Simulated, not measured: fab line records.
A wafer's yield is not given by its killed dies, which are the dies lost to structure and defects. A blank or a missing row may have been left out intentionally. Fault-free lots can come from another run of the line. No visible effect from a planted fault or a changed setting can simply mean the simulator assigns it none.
A lot that was struck, set against a sound lot :: flow gf180mcu :: 30 out of 602 route steps
Sound: these wafers, L599.3, L599.5, L599.6. Struck: wafer L604.5 (left out: L604.3, L604.4 of the same lot, which were not struck); the cause appears at the end.
Per side, at each step with rows, come the tool, then ch with its chambers, and then its first start. Under that, the readings that differ: sound wafers :: struck wafers :: difference of the means :: sigmas: that difference in standard deviations of wafers without a fault.
alike: same words and numbers on both sides, and readings whose means sit less than 2 such deviations apart. not compared: any withheld reading, any reading some wafer has no value for, any bound like >300 that may hide the same value, and any number with overlapping values for which the record gives no deviation.
Wherever a step has rows on one side only, a row that says differs or no value, or a row with sigmas, the two part there. Non-overlapping numbers with no deviation appear without sigmas and do not part them. A reading missing from all wafers of one side parts the sides only when that side holds two or more wafers.

first, 3 steps without rows for these wafers: GF_PSD_EXPOSE_04 (exposes mask Pplus, target cd 400 nm); GF_PSD_PEB_05; GF_PSD_DEVELOP_06 (develop time 60 s).
GF_PSD_CD_MEAS_07: target cd 400 nm.
  struck on cdSem-01, day 19 12:24; sound on cdSem-01, day 17 16:05
  alike: cdNm
GF_PSD_OVL_MEAS_08:
  struck on overlay-02, day 19 12:29; sound on overlay-01, day 17 16:10
  alike: PSD_OVL
after that, 1 step had no rows for these wafers: GF_PSD_IMPLANT_09.
GF_PSD_STRIP_10: strips in O2/N2.
  sound on plasmaAsher-03 ch 0,1, day 17 16:23; struck on plasmaAsher-03 ch 0, day 19 12:42
reading: oesProductAu (a.u.)
sound: 0.594 0.587 0.587
struck: 0.598
difference: +0.009
sigmas: +2
  alike: drypumpMotorCurrentA, heaterPowerW, stripTimeToEndpointS
  not compared: rfHoursCounterH
GF_PSD_TW_MEAS_11:
  struck on filmMetro-03, day 19 12:47; sound on filmMetro-04, day 17 16:28
  alike: PSD_TW
then, 1 step without rows for these wafers: GF_PSD_CLEAN_12 (cleans in SC1/SC2, time 150 s).
GF_PSD_RTA_13: time 20 s.
  sound on rtpAnneal-02 ch 0, day 17 16:35; struck on rtpAnneal-01 ch 0, day 19 12:54
  alike: chamberO2Ppm, lampPowerPct, wafer_temp_C_max
GF_PSD_RS_MEAS_14: measures by four-point-probe.
  struck on filmMetro-03, day 19 13:00; sound on filmMetro-03, day 17 16:41
  alike: NSD_RS
GF_PSD_RS_MEAS_15: measures by four-point-probe.
  struck on filmMetro-03, day 19 13:07; sound on filmMetro-03, day 17 16:48
  alike: PSD_RS
GF_SAB_CVD_00: deposits SiO2 from TEOS, target thk 50 nm, time 4.9302 s.
  sound on pecvd-04 ch 0,1, day 17 16:53; struck on pecvd-01 ch 2, day 19 13:12
reading: model.SiO2_of_SAB_CVD_00.thkNm (nm)
sound: 48.53 49.71 50.37
struck: 51.49
difference: +1.95
sigmas: 
  alike: heaterPowerW
GF_SAB_THK_MEAS_01:
  struck on filmMetro-01, day 19 13:14; sound on filmMetro-02, day 17 16:55
reading: SAB_CVD_00_THK (nm)
sound: 48.6 49.7 50.3
struck: 51.5
difference: +2.0
sigmas: +3
then, 7 steps without rows for these wafers: GF_SAB_DEHYDRATE_02 (time 60 s); GF_SAB_HMDS_03 (prime time 60 s); GF_SAB_COAT_04 (resist thk 1000 nm); GF_SAB_SOFTBAKE_05 (time 60 s); GF_SAB_EXPOSE_06 (exposes mask SAB, target cd 420 nm); GF_SAB_PEB_07; GF_SAB_DEVELOP_08 (develop time 60 s).
GF_SAB_CD_MEAS_09: target cd 420 nm.
  struck on cdSem-01, day 20 12:48; sound on cdSem-01, day 18 16:01
  alike: cdNm
GF_SAB_OVL_MEAS_10:
  struck on overlay-02, day 20 12:53; sound on overlay-01, day 18 16:07
  alike: SAB_OVL
GF_SAB_ETCH_11: etches SiO2 in C4F8/O2/Ar, target depth 55 nm, time 8.5 s.
  sound on rieDiel-04 ch 1,3, day 18 16:08; struck on rieDiel-02 ch 1, day 20 12:55
  alike: biasW, oesProductAu
  not compared: rfHoursCounterH
then, 1 step without rows for these wafers: GF_SAB_WET_ETCH_12 (etches SiO2 in dHF, target depth 22 nm, time 440 s).
GF_SAB_STRIP_13: strips in O2/N2.
  sound on plasmaAsher-01 ch 0,1, day 18 16:20; struck on plasmaAsher-04 ch 1, day 20 13:06
  alike: drypumpMotorCurrentA, heaterPowerW, oesProductAu, stripTimeToEndpointS
  not compared: rfHoursCounterH
then, 1 step without rows for these wafers: GF_SALICIDE_CLEAN_00 (cleans in SC1/SC2, time 150 s).
GF_SALICIDE_WET_ETCH_01: etches SiO2 in dHF, target depth 5 nm, time 100 s.
  sound on wetBench-03 ch 1, day 18 16:27; struck on wetBench-02 ch 2, day 20 13:13
reading: model.SiO2_of_SAB_CVD_00.thkNm (nm)
sound: 37.76 38.97 39.58
struck: 40.84
difference: +2.07
sigmas: 
GF_SALICIDE_SPUTTER_02: material Co, target thk 10 nm, time 20 s.
  struck on pvdSputter-04, day 20 13:16; sound on pvdSputter-02, day 18 16:29
  alike: throttleValvePct
after that, 1 step had no rows for these wafers: GF_PASSIVATION_PROBE_99.

WHERE THEY PART
At GF_PSD_STRIP_10 first; at GF_SAB_THK_MEAS_01 last (within this record only). Later steps at which nothing parts them and some readings are alike: GF_SAB_CD_MEAS_09, GF_SAB_OVL_MEAS_10, GF_SAB_ETCH_11, GF_SAB_STRIP_13, GF_SALICIDE_SPUTTER_02.

WHY: what had been put in by the simulator
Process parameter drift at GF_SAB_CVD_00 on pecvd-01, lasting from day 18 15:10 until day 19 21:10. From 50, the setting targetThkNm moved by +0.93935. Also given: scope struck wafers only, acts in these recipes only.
